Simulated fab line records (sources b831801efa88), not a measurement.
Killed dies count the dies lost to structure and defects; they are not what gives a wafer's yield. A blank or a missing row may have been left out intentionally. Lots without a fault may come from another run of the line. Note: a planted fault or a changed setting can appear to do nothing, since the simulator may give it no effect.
The tool behind it: which one? + flow sky130 + 45 wafers from 15 lots sampled at 2 of the route's 708 steps

== WHAT THE GAUGES SHOWED, per wafer ==
SKY_CONTACT_OVL_MEAS_15.
| lot  | measured     | on         | CONTACT_OVL (nm) |
|------|--------------|------------|------------------|
| L458 | day 31 06:40 | overlay-02 | -17 -10 -13      |
| L459 | day 31 16:46 | overlay-01 | 3 -10 -7         |
| L462 | day 32 21:19 | overlay-02 | -14 -12 -7       |
| L463 | day 33 03:04 | overlay-01 | 5 -3 1           |
| L464 | day 33 19:53 | overlay-01 | -1 1 -4          |
| L465 | day 33 21:56 | overlay-02 | -6 2 3           |
| L466 | day 34 02:49 | overlay-02 | -4 1 -4          |
| L467 | day 34 13:51 | overlay-01 | 0 -1 -9          |
| L468 | day 34 23:52 | overlay-01 | -8 -10 -4        |
| L469 | day 35 11:17 | overlay-01 | -9 -11 -3        |
| L472 | day 36 05:04 | overlay-02 | 1 -1 -1          |
| L476 | day 37 01:17 | overlay-02 | 39 36 43         |
| L478 | day 38 00:32 | overlay-02 | 47 40 37         |
| L479 | day 38 12:41 | overlay-01 | 46 48 37         |
| L480 | day 38 21:10 | overlay-02 | -15 -13 -12      |

== WHAT TOOL EACH LOT RAN ON (gives the tool, then ch and the chambers of the sampled wafers, and finally the start) ==
| lot  | SKY_CONTACT_EXPOSE_11             |
|------|-----------------------------------|
| L458 | krf-scanner-02 ch 0, day 30 16:56 |
| L459 | krf-scanner-02 ch 0, day 31 02:58 |
| L462 | krf-scanner-02 ch 0, day 32 07:37 |
| L463 | krf-scanner-02 ch 0, day 32 14:22 |
| L464 | krf-scanner-02 ch 0, day 33 05:44 |
| L465 | krf-scanner-01 ch 0, day 33 08:22 |
| L466 | krf-scanner-01 ch 0, day 33 13:08 |
| L467 | krf-scanner-02 ch 0, day 34 00:40 |
| L468 | krf-scanner-02 ch 0, day 34 10:20 |
| L469 | krf-scanner-02 ch 0, day 34 22:35 |
| L472 | krf-scanner-02 ch 0, day 35 15:59 |
| L476 | krf-scanner-01 ch 0, day 36 12:37 |
| L478 | krf-scanner-01 ch 0, day 37 11:36 |
| L479 | krf-scanner-01 ch 0, day 38 00:31 |
| L480 | krf-scanner-02 ch 0, day 38 08:32 |
- SKY_CONTACT_EXPOSE_11: exposes mask CTM1, target cd 170 nm.

== AS READ BY THE TOOLS THEMSELVES (means over the sampled wafers that have a number; for cases with no such wafer, the mark the record gives instead) ==
SKY_CONTACT_EXPOSE_11.
| lot  | tool           | exposure-dose-mJ-cm2 |
|------|----------------|----------------------|
| L458 | krf-scanner-02 | 37.97                |
| L459 | krf-scanner-02 | 37.98                |
| L462 | krf-scanner-02 | 37.97                |
| L463 | krf-scanner-02 | 37.97                |
| L464 | krf-scanner-02 | 37.96                |
| L465 | krf-scanner-01 | 37.95                |
| L466 | krf-scanner-01 | 38.03                |
| L467 | krf-scanner-02 | 37.94                |
| L468 | krf-scanner-02 | 38.02                |
| L469 | krf-scanner-02 | 38.00                |
| L472 | krf-scanner-02 | 38.01                |
| L476 | krf-scanner-01 | 37.97                |
| L478 | krf-scanner-01 | 37.98                |
| L479 | krf-scanner-01 | 37.96                |
| L480 | krf-scanner-02 | 38.02                |

== THE ANSWER, worked out from the rows above alone ==
Rule: the usual values come from the lots themselves. The widest of any qualifying gaps counts: lots, ordered by their means at a reading, are off when they make up no more than a third of the lots, leave a main group of 4 or more, and stand apart from it by 3 or more times the standard deviation of that group's means. A main group is skipped when, at the precision printed for the reading in the tables above, its means are all equal. A lot without any number at a reading at which 4 lots or more have one is off too. Any other lot the step has rows for is counted as sound. First the gauges in route order, then the tools' own readings, where a lot's mean is used as printed above. At the first step where some lot is off, the reading lying furthest off is the one used; lots without a number count as furthest.
Off: L476, L478, L479, at SKY_CONTACT_OVL_MEAS_15 (CONTACT_OVL). For the main group the mean is -5 nm and the standard deviation 4.9.
If a tool, at a process step before that reading, ran all the lots that are off and no sound lot after the first of them, it fits. Those tools and the gauges at SKY_CONTACT_OVL_MEAS_15 are tried in the same way. One fits: krf-scanner-01 at SKY_CONTACT_EXPOSE_11. A fault onset in the window from L466 (day 33 13:08, its last sound lot) to L476 (day 36 12:37, its first lot off) fits.

== WHAT THE SIMULATOR PUT IN ==
Scanner matching overlay: krf-scanner-01, from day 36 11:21 on, at SKY_CONTACT_EXPOSE_11. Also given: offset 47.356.
Shown lots that were struck: L476, L478, L479. The same result came from the rule above.
